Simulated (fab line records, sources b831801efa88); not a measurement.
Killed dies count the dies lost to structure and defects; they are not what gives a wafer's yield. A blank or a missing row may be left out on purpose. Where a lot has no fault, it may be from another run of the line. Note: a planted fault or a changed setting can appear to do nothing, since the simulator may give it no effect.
A struck lot beside a sound one ; flow sky130 ; 20 steps out of a route of 708
Sound: the wafers L442.3, L442.4, L442.6. Struck: wafers L457.2, L457.4, L457.5. Last of all comes the cause.
Each step with rows lists, per side, the tool, then ch with its chambers, then its first start. Under that, the readings that differ: sound wafers ; struck wafers ; difference of the means ; sigmas: that difference in standard deviations of wafers without a fault.
alike: same words and numbers on both sides, and readings whose means sit less than 2 such deviations apart. not compared: any withheld reading, any reading some wafer has no value for, any bound like >300 that may hide the same value, and any number with overlapping values for which the record gives no deviation.
Wherever a step has rows on one side only, a row that says differs or no value, or a row with sigmas, the two part there. Non-overlapping numbers with no deviation appear without sigmas and do not part them. A reading missing from all wafers of one side parts the sides only when that side holds two or more wafers.

first, 1 step without rows for these wafers: SKY_GATE_OXIDE_DEVELOP_09 (develop time 60 s).
SKY_GATE_OXIDE_OVL_MEAS_10:
  sound on overlay-02, day 16 00:43; struck on overlay-02, day 21 10:45
  alike: GATE_OXIDE_OVL
then, 2 steps without rows for these wafers: SKY_GATE_OXIDE_IMPLANT_11; SKY_GATE_OXIDE_WET_ETCH_12 (etches SiO2 in dHF, target depth 16.8 nm, time 336 s).
SKY_GATE_OXIDE_STRIP_13: strips in O2/N2.
  sound on plasma asher-04 ch 0,1, day 16 01:01; struck on plasma asher-02 ch 0,1, day 21 11:02
  alike: drypump motor current A, o2 flow sccm, oes product au, strip time to endpoint s
  not compared: rf hours counter h
SKY_GATE_OXIDE_TW_MEAS_14:
  sound on film metro-01, day 16 01:06; struck on film metro-01, day 21 11:08
  alike: GATE_OXIDE_TW
then, 3 steps without rows for these wafers: SKY_GATE_OXIDE_CLEAN_15 (cleans in SC1/SC2, time 150 s); SKY_GATE_OXIDE_OXIDATION_16 (stabilise 600 s, purge 300 s, target thk 3.57 nm); SKY_POLY_GATE_CVD_00 (deposits poly-Si, target thk 180 nm, time 720 s).
SKY_POLY_GATE_THK_MEAS_01:
  sound on film metro-04, day 16 05:38; struck on film metro-04, day 21 13:59
  alike: POLY_GATE_CVD_00_THK
then, 2 steps without rows for these wafers: SKY_RES_PROTECT_DEHYDRATE_00 (time 60 s); SKY_RES_PROTECT_HMDS_01 (prime time 60 s).
SKY_RES_PROTECT_COAT_02: resist thk 1140 nm.
  sound on litho track-02 ch 0, day 16 19:15; struck on litho track-04 ch 0, day 22 04:20
reading;sound;struck;difference;sigmas
spin speed rpm (rpm);3001.4 3000.6 3000.4;2808.1 2806.8 2804.6;-194.3;-99 or more
model.NOVOLAK_of_RES_PROTECT_COAT_02.thk nm (nm);1139 1138 1141;1175 1173 1175;+35;
then, 3 steps without rows for these wafers: SKY_RES_PROTECT_SOFTBAKE_03 (time 60 s); SKY_RES_PROTECT_EXPOSE_04 (exposes mask RPM, target cd 1270 nm); SKY_RES_PROTECT_PEB_05.
SKY_RES_PROTECT_DEVELOP_06: develop time 60 s.
  sound on litho track-04 ch 0, day 17 09:34; struck on litho track-04 ch 0, day 22 20:02
reading;sound;struck;difference;sigmas
model.NOVOLAK_of_RES_PROTECT_COAT_02.thk nm (nm);1138 1137 1141;1175 1173 1174;+35;
following that, these wafers have no rows for 1 step: SKY_POLY_GATE_IMPLANT_02.
SKY_RES_PROTECT_STRIP_07: strips in O2/N2.
  sound on plasma asher-02 ch 0,1, day 17 09:51; struck on plasma asher-01 ch 0,1, day 22 20:19
reading;sound;struck;difference;sigmas
strip time to endpoint s (s);23.30 23.30 23.33;23.66 23.66 23.70;+0.36;+10
  alike: drypump motor current A, o2 flow sccm, oes product au
  not compared: rf hours counter h
SKY_RES_PROTECT_TW_MEAS_08:
  sound on film metro-01, day 17 09:56; struck on film metro-04, day 22 20:26
reading;sound;struck;difference;sigmas
POLY_GATE_TW;3949 3947 3952;4102 4059 4062;+125;+2

WHERE THEY PART
Last at SKY_RES_PROTECT_TW_MEAS_08 as far as this record goes, first at SKY_RES_PROTECT_COAT_02.

WHY: whatever the simulator had introduced
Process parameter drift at SKY_RES_PROTECT_COAT_02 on litho track-04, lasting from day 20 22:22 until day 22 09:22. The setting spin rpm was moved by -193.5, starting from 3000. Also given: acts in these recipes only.
